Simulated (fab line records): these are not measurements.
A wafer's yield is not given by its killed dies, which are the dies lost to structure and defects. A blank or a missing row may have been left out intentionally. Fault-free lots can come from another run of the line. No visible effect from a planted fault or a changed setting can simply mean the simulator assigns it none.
fab line records -- flow sky130 -- part 1 of 2: steps 1 to 27 of 41
record lots=5, wafers=15, lastDay=50
route steps=708 shown CAP2M@609 METAL4@621 VIA4@639
lots that met no fault: taken from a fault-free run of the same line
startH: start of the lot's first displayed wafer, in hours after the record's first day -- waitH: how many hours have passed since the lot's step before this one -- " same as the row above -- L1.1+2: several wafers, shown together as one row -- - no value, or no start given -- * or withheld: withheld -- < > ~ a bound
route shown NAME@n: NAME is a module with steps in the file, n the number in the route of the first one -- usual: average and standard deviation across the fault-free wafers -- same: alike in all rows -- chamber/n: place in a boat -- sites: each site's reading -- _std_site: their standard deviation -- _edge_site: inner sites' mean taken away from outer sites' mean -- radiusMm: how far each site lies from the wafer's centre -- mask NAME#n: copy n -- behind: the most recent tool/chamber to have shaped the wafer -- hold: the reason the lot was held/the length of the hold in hours/how it ended -- device: which transistor (n, p or np) failed to switch -- end of line: the route-end tests of the same wafers -- step lacking rows: just its recipe -- killed: the dies lost at the first sort to structure and to defects; this is not the yield of the wafer -- map: a wafer's dies, marking killed ones x, the rest . and places with no die _
set.NAME: the setting that was run; set.NAME@STEP: the one run at that earlier step -- model.NAME: the simulator's own value behind a step, which no gauge read
certain route steps with their lots: each step a table, each wafer a row
services: the hour from which a tool's chamber was out of use, counted from the record's first day as startH (under 0 if before that day), plus the number of hours and why
## steps
# step SKY_CAP2M_HMDS_06
# recipe primeTimeS=60, primeTempC=120
lot.wafer,tool,chamber,startH,waitH
L077.1+3+5,lithoTrack-01,0,991.31,0.1
L079.1+4+5,lithoTrack-03,0,997.22,0.1
L080.2+4+5,lithoTrack-02,0,1001.86,0.1
L095.3+4+6,lithoTrack-01,0,1094.66,0.1
L094.2+5+6,lithoTrack-01,0,1100.98,0.1
# step SKY_CAP2M_COAT_07
# recipe resist=NOVOLAK, spinRpm=3000, resistThkNm=1140
lot.wafer,tool,chamber,startH,waitH
L077.1+3+5,lithoTrack-01,0,991.46,0.1
L079.1+4+5,lithoTrack-03,0,997.37,0.1
L080.2+4+5,lithoTrack-02,0,1002.01,0.1
L095.3+4+6,lithoTrack-01,0,1094.81,0.1
L094.2+5+6,lithoTrack-01,0,1101.13,0.1
# step SKY_CAP2M_SOFTBAKE_08
# recipe tempC=90, timeS=60, resist=NOVOLAK
lot.wafer,tool,chamber,startH,waitH
L077.1+3+5,lithoTrack-01,0,991.61,0.1
L079.1+4+5,lithoTrack-03,0,997.52,0.1
L080.2+4+5,lithoTrack-02,0,1002.16,0.1
L095.3+4+6,lithoTrack-01,0,1094.96,0.1
L094.2+5+6,lithoTrack-01,0,1101.28,0.1
# step SKY_CAP2M_EXPOSE_09
# recipe maskId=CAP2M, na=0.6, sourceShape=conventional, sigmaOuter=0.6, polarization=unpolarized, targetCdNm=1000, doseMj=159
# same sigmaOuter=0.6
lot.wafer,tool,chamber,startH,waitH,mask
L077.1+3+5,ilineStepper-01,0,-,-,CAP2M#0
L079.1+4+5,ilineStepper-01,0,-,-,CAP2M#0
L080.2+4+5,ilineStepper-02,0,-,-,CAP2M#0
L095.3+4+6,ilineStepper-01,0,-,-,CAP2M#0
L094.2+5+6,ilineStepper-01,0,-,-,CAP2M#0
# step SKY_CAP2M_PEB_10
# recipe tempC=withheld, timeS=*, resist=NOVOLAK
lot.wafer,tool,chamber,startH,waitH
L077.1+3+5,lithoTrack-02,0,-,-
L079.1+4+5,lithoTrack-01,0,-,-
L080.2+4+5,lithoTrack-03,0,-,-
L095.3+4+6,lithoTrack-03,0,-,-
L094.2+5+6,lithoTrack-03,0,-,-
# step SKY_CAP2M_DEVELOP_11
# recipe resist=NOVOLAK, developer=TMAH, developTimeS=60, devTempC=23
lot.wafer,tool,chamber,startH,waitH
L077.1+3+5,lithoTrack-02,0,1002.78,0.1
L079.1+4+5,lithoTrack-01,0,1008.86,0.1
L080.2+4+5,lithoTrack-03,0,1013.79,0.1
L095.3+4+6,lithoTrack-03,0,1104.52,0.1
L094.2+5+6,lithoTrack-03,0,1111.24,0.1
# step SKY_CAP2M_OVL_MEAS_12
# usual CAP2M_OVL=0.0/2
lot.wafer,tool,chamber,startH,waitH,CAP2M_OVL[nm]
L077.1,overlay-02,-,1002.93,0.1,1.2
L077.3,overlay-02,-,1002.93,0.1,0.1
L077.5,overlay-02,-,1002.93,0.1,1.0
L079.1,overlay-02,-,1009.01,0.1,2.3
L079.4,overlay-02,-,1009.01,0.1,2.7
L079.5,overlay-02,-,1009.01,0.1,0.8
L080.2,overlay-02,-,1013.92,0.1,0.4
L080.4,overlay-02,-,1013.92,0.1,-1.5
L080.5,overlay-02,-,1013.92,0.1,-0.1
L095.3,overlay-01,-,1104.63,0.1,0.0
L095.4,overlay-01,-,1104.63,0.1,2.6
L095.6,overlay-01,-,1104.63,0.1,0.9
L094.2,overlay-02,-,1111.38,0.1,0.8
L094.5,overlay-02,-,1111.38,0.1,0.0
L094.6,overlay-02,-,1111.38,0.1,0.4
# step SKY_CAP2M_METAL_ETCH_13
# recipe targetDepthNm=220, stopOn=SiO2, chemistry=Cl2/BCl3, target=TiN, pressureMtorr=10, icpW=900, biasW=48.5, Cl2_flow_sccm=60, bcl3FlowSccm=30, timeS=62.9
# usual drypumpMotorCurrentA=5.7/0.51, mfcCl2Sccm=60.02/0.15, oesProductAu=0.941/0.0067, throttleValvePct=21.903/0.0096
lot.wafer,tool,chamber,startH,waitH,drypumpMotorCurrentA,mfcCl2Sccm,oesProductAu,rfHoursCounterH,throttleValvePct
L077.1,rieMetal-03,1,1002.97,0.0,5.0,59.97,0.939,9,21.898
L077.3,rieMetal-03,1,1002.97,0.0,5.0,59.95,0.937,-,21.912
L077.5,rieMetal-03,0,1002.97,0.0,6.1,59.88,0.936,-,21.908
L079.1,rieMetal-04,0,1009.04,0.0,6.1,59.94,0.942,3,21.906
L079.4,rieMetal-04,0,1009.04,0.0,6.1,59.82,0.948,-,21.922
L079.5,rieMetal-04,0,1009.04,0.0,6.1,60.06,0.939,-,21.914
L080.2,rieMetal-03,0,1013.95,0.0,6.1,60.18,0.942,15,21.902
L080.4,rieMetal-03,0,1013.95,0.0,6.1,60.01,0.950,-,21.909
L080.5,rieMetal-03,1,1013.95,0.0,5.0,60.10,0.938,-,21.896
L095.3,rieMetal-01,0,1104.68,0.0,6.4,60.34,0.932,-,21.904
L095.4,rieMetal-01,1,1104.68,0.0,5.3,59.93,0.943,-,21.903
L095.6,rieMetal-01,0,1104.68,0.0,6.4,60.20,0.925,-,21.906
L094.2,rieMetal-03,1,1111.41,0.0,5.0,60.02,0.944,15,21.899
L094.5,rieMetal-03,0,1111.41,0.0,6.1,60.25,0.939,-,21.880
L094.6,rieMetal-03,1,1111.41,0.0,5.0,59.89,0.946,-,21.902
# step SKY_CAP2M_STRIP_14
# recipe chemistry=O2/N2, powerW=1400, pressureMtorr=1500, platenTempC=withheld, o2FlowSccm=3000, n2FlowSccm=300, overashFraction=0.5
# usual drypumpMotorCurrentA=5.7/0.41, n2FlowSccm=300.0/0.96, o2FlowSccm=3000/8.4, oesProductAu=0.709/0.0051, stripTimeToEndpointS=12.64/0.04
lot.wafer,tool,chamber,startH,waitH,drypumpMotorCurrentA,n2FlowSccm,o2FlowSccm,oesProductAu,rfHoursCounterH,stripTimeToEndpointS
L077.1,plasmaAsher-01,1,1003.05,0.1,6.1,300.3,3004,0.711,54,12.60
L077.3,plasmaAsher-01,1,1003.05,0.1,6.1,301.3,3004,0.711,-,12.65
L077.5,plasmaAsher-01,0,1003.05,0.1,5.5,300.7,3003,0.709,-,12.61
L079.1,plasmaAsher-01,1,1009.20,0.1,6.1,300.9,3003,0.708,55,12.67
L079.4,plasmaAsher-01,0,1009.20,0.1,5.5,300.4,3002,0.707,-,12.62
L079.5,plasmaAsher-01,1,1009.20,0.1,6.1,299.9,3000,0.715,-,12.57
L080.2,plasmaAsher-03,1,1014.03,0.1,6.0,299.6,3002,0.711,125,12.62
L080.4,plasmaAsher-03,0,1014.03,0.1,5.5,299.9,3000,0.718,-,12.60
L080.5,plasmaAsher-03,0,1014.03,0.1,5.5,299.1,2992,0.711,-,12.62
L095.3,plasmaAsher-03,1,1104.77,0.1,5.9,301.2,2997,0.703,-,12.68
L095.4,plasmaAsher-03,0,1104.77,0.1,5.5,301.8,2986,0.710,-,12.66
L095.6,plasmaAsher-03,0,1104.77,0.1,5.4,300.8,2986,0.708,-,12.66
L094.2,plasmaAsher-03,0,1111.48,0.1,5.5,300.2,3007,0.707,3,12.64
L094.5,plasmaAsher-03,1,1111.48,0.1,6.0,299.7,2990,0.715,-,12.64
L094.6,plasmaAsher-03,0,1111.48,0.1,5.5,298.5,3015,0.702,-,12.64
# step SKY_CAP2M_STRIP_15
# recipe chemistry=postEtchResidueRemover, timeS=1200, tempC=72.5
# usual tempC=72.49/0.1
lot.wafer,tool,chamber,startH,waitH,tempC
L077.1,wetBench-02,3,1003.15,0.1,72.69
L077.3,wetBench-02,3,1003.15,0.1,72.59
L077.5,wetBench-02,3,1003.15,0.1,72.67
L079.1,wetBench-04,3,1009.30,0.1,72.48
L079.4,wetBench-04,3,1009.30,0.1,72.65
L079.5,wetBench-04,3,1009.30,0.1,72.44
L080.2,wetBench-04,2,1014.13,0.1,72.55
L080.4,wetBench-04,2,1014.13,0.1,72.34
L080.5,wetBench-04,2,1014.13,0.1,72.34
L095.3,wetBench-04,1,1104.83,0.0,72.61
L095.4,wetBench-04,1,1104.83,0.0,72.34
L095.6,wetBench-04,1,1104.83,0.0,72.59
L094.2,wetBench-02,1,1111.58,0.1,72.44
L094.5,wetBench-02,1,1111.58,0.1,72.63
L094.6,wetBench-02,1,1111.58,0.1,72.50
# step SKY_CAP2M_CLEAN_16
# recipe chemistry=IPA, timeS=180, tempC=25
# usual tempC=25.00/0.12
lot.wafer,tool,chamber,startH,waitH,tempC
L077.1,wetBench-01,3,1003.49,0.0,24.98
L077.3,wetBench-01,3,1003.49,0.0,25.03
L077.5,wetBench-01,3,1003.49,0.0,25.02
L079.1,wetBench-04,2,1009.70,0.0,24.86
L079.4,wetBench-04,2,1009.70,0.0,24.95
L079.5,wetBench-04,2,1009.70,0.0,25.10
L080.2,wetBench-01,2,1014.58,0.0,24.89
L080.4,wetBench-01,2,1014.58,0.0,24.87
L080.5,wetBench-01,2,1014.58,0.0,24.88
L095.3,wetBench-04,2,1105.21,0.0,24.92
L095.4,wetBench-04,2,1105.21,0.0,24.90
L095.6,wetBench-04,2,1105.21,0.0,25.11
L094.2,wetBench-04,3,1111.96,0.0,25.13
L094.5,wetBench-04,3,1111.96,0.0,25.02
L094.6,wetBench-04,3,1111.96,0.0,24.95
# step SKY_CAP2M_CLEAN_17
# recipe chemistry=O3/DIW, dry=n2Spin
lot.wafer,tool,chamber,startH,waitH
L077.1+3+5,wetBench-02,1,1003.55,0.0
L079.1+4+5,wetBench-02,2,1009.77,0.0
L080.2+4+5,wetBench-04,0,1014.64,0.0
L095.3+4+6,wetBench-04,0,1105.27,0.0
L094.2+5+6,wetBench-02,1,1112.01,0.0
# step SKY_METAL4_DEHYDRATE_05
# recipe tempC=200, timeS=60
lot.wafer,tool,chamber,startH,waitH
L077.1+3+5,lithoTrack-01,0,1014.81,11.2
L079.1+4+5,lithoTrack-01,0,1021.36,11.5
L080.2+4+5,lithoTrack-03,0,1025.74,11.0
L095.3+4+6,lithoTrack-03,0,1114.67,9.3
L094.2+5+6,lithoTrack-03,0,1121.69,9.6
# step SKY_METAL4_HMDS_06
# recipe primeTimeS=60, primeTempC=120
lot.wafer,tool,chamber,startH,waitH
L077.1+3+5,lithoTrack-01,0,1014.96,0.1
L079.1+4+5,lithoTrack-01,0,1021.51,0.1
L080.2+4+5,lithoTrack-03,0,1025.89,0.1
L095.3+4+6,lithoTrack-03,0,1114.82,0.1
L094.2+5+6,lithoTrack-03,0,1121.84,0.1
# step SKY_METAL4_COAT_07
# recipe resist=BARC, tempC=withheld, timeS=withheld, spinRpm=3000, resistThkNm=60
lot.wafer,tool,chamber,startH,waitH
L077.1+3+5,lithoTrack-01,0,1015.11,0.1
L079.1+4+5,lithoTrack-01,0,1021.66,0.1
L080.2+4+5,lithoTrack-03,0,1026.04,0.1
L095.3+4+6,lithoTrack-03,0,1114.97,0.1
L094.2+5+6,lithoTrack-03,0,1121.99,0.1
# step SKY_METAL4_COAT_08
# recipe resist=KrF-thick, spinRpm=3000, resistThkNm=1140
lot.wafer,tool,chamber,startH,waitH
L077.1+3+5,lithoTrack-01,0,-,-
L079.1+4+5,lithoTrack-01,0,-,-
L080.2+4+5,lithoTrack-03,0,-,-
L095.3+4+6,lithoTrack-03,0,-,-
L094.2+5+6,lithoTrack-03,0,-,-
# step SKY_METAL4_SOFTBAKE_09
# recipe tempC=100, timeS=90, resist=KrF-thick
lot.wafer,tool,chamber,startH,waitH
L077.1+3+5,lithoTrack-01,0,-,-
L079.1+4+5,lithoTrack-01,0,-,-
L080.2+4+5,lithoTrack-03,0,-,-
L095.3+4+6,lithoTrack-03,0,-,-
L094.2+5+6,lithoTrack-03,0,-,-
# step SKY_METAL4_EXPOSE_10
# recipe maskId=MM4, na=0.68, sourceShape=annular, sigmaInner=0.4, sigmaOuter=0.8, targetCdNm=300, doseMj=28
# same sigmaInner=0.4, sigmaOuter=0.8
lot.wafer,tool,chamber,startH,waitH,mask
L077.1+3+5,krfScanner-02,0,-,-,MM4#0
L079.1+4+5,krfScanner-02,0,-,-,MM4#0
L080.2+4+5,krfScanner-01,0,-,-,MM4#0
L095.3+4+6,krfScanner-02,0,-,-,MM4#0
L094.2+5+6,krfScanner-01,0,-,-,MM4#0
# step SKY_METAL4_PEB_11
# recipe pebTempC=withheld, pebTimeS=withheld, resist=KrF-thick
lot.wafer,tool,chamber,startH,waitH
L077.1+3+5,lithoTrack-04,0,-,-
L079.1+4+5,lithoTrack-04,0,-,-
L080.2+4+5,lithoTrack-04,0,-,-
L095.3+4+6,lithoTrack-03,0,-,-
L094.2+5+6,lithoTrack-01,0,-,-
# step SKY_METAL4_DEVELOP_12
# recipe developTimeS=60, resist=KrF-thick, devTempC=21
lot.wafer,tool,chamber,startH,waitH
L077.1+3+5,lithoTrack-04,0,-,-
L079.1+4+5,lithoTrack-04,0,-,-
L080.2+4+5,lithoTrack-04,0,-,-
L095.3+4+6,lithoTrack-03,0,-,-
L094.2+5+6,lithoTrack-01,0,-,-
# step SKY_METAL4_CD_MEAS_13
# recipe targetCdNm=300
# usual cdNm=300.2/1.5
lot.wafer,tool,chamber,startH,waitH,cdNm
L077.1,cdSem-02,-,1027.37,-,299.1
L077.3,cdSem-02,-,1027.37,-,298.1
L077.5,cdSem-02,-,1027.37,-,300.1
L079.1,cdSem-02,-,1033.27,-,299.0
L079.4,cdSem-02,-,1033.27,-,299.6
L079.5,cdSem-02,-,1033.27,-,299.8
L080.2,cdSem-02,-,1038.29,-,299.4
L080.4,cdSem-02,-,1038.29,-,299.8
L080.5,cdSem-02,-,1038.29,-,300.5
L095.3,cdSem-01,-,1125.81,-,298.7
L095.4,cdSem-01,-,1125.81,-,299.4
L095.6,cdSem-01,-,1125.81,-,298.8
L094.2,cdSem-01,-,1132.43,-,301.6
L094.5,cdSem-01,-,1132.43,-,301.7
L094.6,cdSem-01,-,1132.43,-,302.5
# step SKY_METAL4_OVL_MEAS_14
# usual METAL4_OVL=-1/5.3
lot.wafer,tool,chamber,startH,waitH,METAL4_OVL[nm]
L077.1,overlay-01,-,1027.49,0.1,-1
L077.3,overlay-01,-,1027.49,0.1,-6
L077.5,overlay-01,-,1027.49,0.1,-2
L079.1,overlay-01,-,1033.39,0.1,0
L079.4,overlay-01,-,1033.39,0.1,-2
L079.5,overlay-01,-,1033.39,0.1,-8
L080.2,overlay-01,-,1038.40,0.1,-6
L080.4,overlay-01,-,1038.40,0.1,-3
L080.5,overlay-01,-,1038.40,0.1,-5
L095.3,overlay-01,-,1125.90,0.1,6
L095.4,overlay-01,-,1125.90,0.1,11
L095.6,overlay-01,-,1125.90,0.1,5
L094.2,overlay-01,-,1132.53,0.1,3
L094.5,overlay-01,-,1132.53,0.1,-4
L094.6,overlay-01,-,1132.53,0.1,-4
# step SKY_METAL4_DESCUM_15
# recipe chemistry=O2, sourcePowerW=150, biasPowerW=0, pressureMtorr=10, tempC=40, timeS=8
# usual drypumpMotorCurrentA=5.8/0.47, oesProductAu=1.005/0.0077, tempC=40.00/0.11
lot.wafer,tool,chamber,startH,waitH,drypumpMotorCurrentA,oesProductAu,rfHoursCounterH,tempC
L077.1,rieMetal-04,1,1027.53,0.0,5.3,1.010,1,39.96
L077.3,rieMetal-04,1,1027.53,0.0,5.3,1.018,-,39.80
L077.5,rieMetal-04,1,1027.53,0.0,5.3,1.011,-,40.23
L079.1,rieMetal-04,0,1033.43,0.0,6.1,1.016,5,40.04
L079.4,rieMetal-04,1,1033.43,0.0,5.3,1.016,-,39.84
L079.5,rieMetal-04,1,1033.43,0.0,5.3,1.014,-,39.98
L080.2,rieMetal-01,0,1038.43,0.0,6.4,0.997,3,40.07
L080.4,rieMetal-01,1,1038.43,0.0,5.3,1.001,-,40.00
L080.5,rieMetal-01,0,1038.43,0.0,6.4,1.004,-,39.93
L095.3,rieMetal-04,1,1125.94,0.0,5.3,1.005,-,40.26
L095.4,rieMetal-04,0,1125.94,0.0,6.1,1.012,-,40.17
L095.6,rieMetal-04,1,1125.94,0.0,5.3,0.999,-,40.20
L094.2,rieMetal-01,0,1132.56,0.0,6.4,0.998,9,39.92
L094.5,rieMetal-01,0,1132.56,0.0,6.4,0.997,-,40.08
L094.6,rieMetal-01,1,1132.56,0.0,5.3,1.001,-,39.84
# step SKY_METAL4_ETCH_16
# recipe chemistry=N2/H2, target=BARC, ionEnergyEv=200, biasW=100, pressureMtorr=30, n2FlowSccm=100, h2FlowSccm=200, icpW=500, stopOn=SiO2, timeS=88.2, targetDepthA=600
# usual drypumpMotorCurrentA=5.8/0.47, h2FlowSccm=200.0/0.59, n2FlowSccm=100.01/0.28, oesProductAu=0.626/0.0043, throttleValvePct=13.205/0.0093
lot.wafer,tool,chamber,startH,waitH,drypumpMotorCurrentA,h2FlowSccm,n2FlowSccm,oesProductAu,rfHoursCounterH,throttleValvePct
L077.1,rieMetal-04,1,1027.56,0.0,5.3,199.3,99.84,0.631,1,13.199
L077.3,rieMetal-04,1,1027.56,0.0,5.3,198.7,99.54,0.620,-,13.195
L077.5,rieMetal-04,1,1027.56,0.0,5.3,198.7,100.11,0.625,-,13.196
L079.1,rieMetal-04,0,1033.46,0.0,6.1,199.7,100.25,0.626,5,13.197
L079.4,rieMetal-04,1,1033.46,0.0,5.3,199.8,100.07,0.630,-,13.206
L079.5,rieMetal-04,1,1033.46,0.0,5.3,199.6,99.92,0.626,-,13.192
L080.2,rieMetal-01,0,1038.46,0.0,6.4,200.2,99.90,0.625,3,13.201
L080.4,rieMetal-01,1,1038.46,0.0,5.3,199.5,100.17,0.623,-,13.226
L080.5,rieMetal-01,0,1038.46,0.0,6.4,200.1,99.75,0.624,-,13.208
L095.3,rieMetal-04,1,1125.99,0.0,5.3,199.5,100.40,0.628,-,13.212
L095.4,rieMetal-04,0,1125.99,0.0,6.1,199.9,100.41,0.629,-,13.182
L095.6,rieMetal-04,1,1125.99,0.0,5.3,200.8,100.32,0.625,-,13.192
L094.2,rieMetal-01,0,1132.59,0.0,6.4,200.0,100.25,0.624,9,13.221
L094.5,rieMetal-01,0,1132.59,0.0,6.4,200.8,100.22,0.623,-,13.205
L094.6,rieMetal-01,1,1132.59,0.0,5.3,199.7,99.92,0.629,-,13.190
# step SKY_METAL4_ETCH_17
# recipe target=SiO2, stopOn=TiN, chemistry=C4F8/O2/Ar, sourceW=1500, biasW=1200, pressureMtorr=40, c4f8FlowSccm=withheld, O2_flow_sccm=6, Ar_flow_sccm=300, timeS=3.9, targetDepthA=150
# usual oesProductAu=0.753/0.0068
lot.wafer,tool,chamber,startH,waitH,oesProductAu,rfHoursCounterH
L077.1,rieDiel-04,1,1027.66,0.1,0.741,14
L077.3,rieDiel-04,3,1027.66,0.1,0.749,13
L077.5,rieDiel-04,0,1027.66,0.1,0.754,-
L079.1,rieDiel-04,1,1033.56,0.1,0.741,14
L079.4,rieDiel-04,3,1033.56,0.1,0.761,-
L079.5,rieDiel-04,0,1033.56,0.1,0.753,-
L080.2,rieDiel-01,0,1038.56,0.1,0.751,20
L080.4,rieDiel-01,1,1038.56,0.1,0.758,18
L080.5,rieDiel-01,0,1038.56,0.1,0.754,-
L095.3,rieDiel-01,0,1126.06,0.0,0.765,23
L095.4,rieDiel-01,3,1126.06,0.0,0.757,-
L095.6,rieDiel-01,0,1126.06,0.0,0.754,-
L094.2,rieDiel-01,3,1132.69,0.1,0.747,21
L094.5,rieDiel-01,1,1132.69,0.1,0.754,-
L094.6,rieDiel-01,0,1132.69,0.1,0.761,-
# step SKY_METAL4_METAL_ETCH_18
# recipe targetDepthA=8450, stopOn=SiO2, overEtchFrac=0.3, timeS=183.1, chemistry=Cl2/BCl3, resistSidewallDeg=88, pressureMtorr=10, icpW=900, biasW=48.5, Cl2_flow_sccm=60, bcl3FlowSccm=30
# usual drypumpMotorCurrentA=5.9/0.37, mfcCl2Sccm=60.01/0.18, oesProductAu=0.867/0.0059, throttleValvePct=22.264/0.009
lot.wafer,tool,chamber,startH,waitH,drypumpMotorCurrentA,mfcCl2Sccm,oesProductAu,rfHoursCounterH,throttleValvePct
L077.1,rieMetal-02,1,1027.68,0.0,6.2,59.80,0.868,18,22.276
L077.3,rieMetal-02,0,1027.68,0.0,5.7,60.06,0.872,-,22.233
L077.5,rieMetal-02,0,1027.68,0.0,5.7,59.91,0.861,-,22.284
L079.1,rieMetal-02,0,1033.58,0.0,5.7,59.89,0.864,14,22.270
L079.4,rieMetal-02,1,1033.58,0.0,6.2,59.78,0.864,-,22.262
L079.5,rieMetal-02,0,1033.58,0.0,5.8,60.02,0.869,-,22.260
L080.2,rieMetal-04,0,1038.58,0.0,6.1,60.04,0.870,5,22.250
L080.4,rieMetal-04,0,1038.58,0.0,6.1,60.07,0.870,-,22.268
L080.5,rieMetal-04,0,1038.58,0.0,6.1,60.17,0.872,-,22.276
L095.3,rieMetal-01,0,1126.13,0.1,6.4,59.95,0.858,-,22.259
L095.4,rieMetal-01,1,1126.13,0.1,5.3,60.01,0.868,-,22.263
L095.6,rieMetal-01,0,1126.13,0.1,6.4,59.93,0.865,-,22.257
L094.2,rieMetal-04,1,1132.71,0.0,5.3,60.23,0.867,8,22.268
L094.5,rieMetal-04,0,1132.71,0.0,6.1,59.99,0.867,-,22.258
L094.6,rieMetal-04,1,1132.71,0.0,5.3,60.26,0.860,-,22.276
# step SKY_METAL4_STRIP_19
# recipe chemistry=O2/N2, powerW=1400, pressureMtorr=1500, platenTempC=withheld, o2FlowSccm=3000, n2FlowSccm=300, overashFraction=0.5
# usual drypumpMotorCurrentA=5.5/0.39, n2FlowSccm=300.0/0.87, o2FlowSccm=3001/8, oesProductAu=0.500/0.0049, stripTimeToEndpointS=6.49/0.067
lot.wafer,tool,chamber,startH,waitH,drypumpMotorCurrentA,n2FlowSccm,o2FlowSccm,oesProductAu,rfHoursCounterH,stripTimeToEndpointS
L077.1,plasmaAsher-02,0,1027.85,0.1,6.0,300.0,3005,0.494,88,6.50
L077.3,plasmaAsher-02,1,1027.85,0.1,4.9,299.3,2994,0.498,-,6.56
L077.5,plasmaAsher-02,1,1027.85,0.1,4.9,298.7,3003,0.501,-,6.52
L079.1,plasmaAsher-04,0,1033.75,0.1,5.7,299.4,3003,0.506,29,6.55
L079.4,plasmaAsher-04,0,1033.75,0.1,5.7,297.9,2991,0.499,-,6.41
L079.5,plasmaAsher-04,0,1033.75,0.1,5.6,299.2,3011,0.491,-,6.51
L080.2,plasmaAsher-03,0,1038.75,0.1,5.5,299.6,3005,0.497,126,6.40
L080.4,plasmaAsher-03,0,1038.75,0.1,5.5,299.3,2997,0.493,-,6.36
L080.5,plasmaAsher-03,1,1038.75,0.1,6.0,299.2,3003,0.495,-,6.39
L095.3,plasmaAsher-02,1,1126.29,0.1,4.9,300.3,2990,0.500,-,6.54
L095.4,plasmaAsher-02,0,1126.29,0.1,6.0,299.6,3003,0.497,-,6.51
L095.6,plasmaAsher-02,1,1126.29,0.1,4.9,300.8,2999,0.498,-,6.53
L094.2,plasmaAsher-04,1,1132.89,0.1,5.3,300.4,3006,0.503,40,6.39
L094.5,plasmaAsher-04,0,1132.89,0.1,5.6,299.9,2994,0.495,-,6.37
L094.6,plasmaAsher-04,1,1132.89,0.1,5.3,300.7,3011,0.497,-,6.38
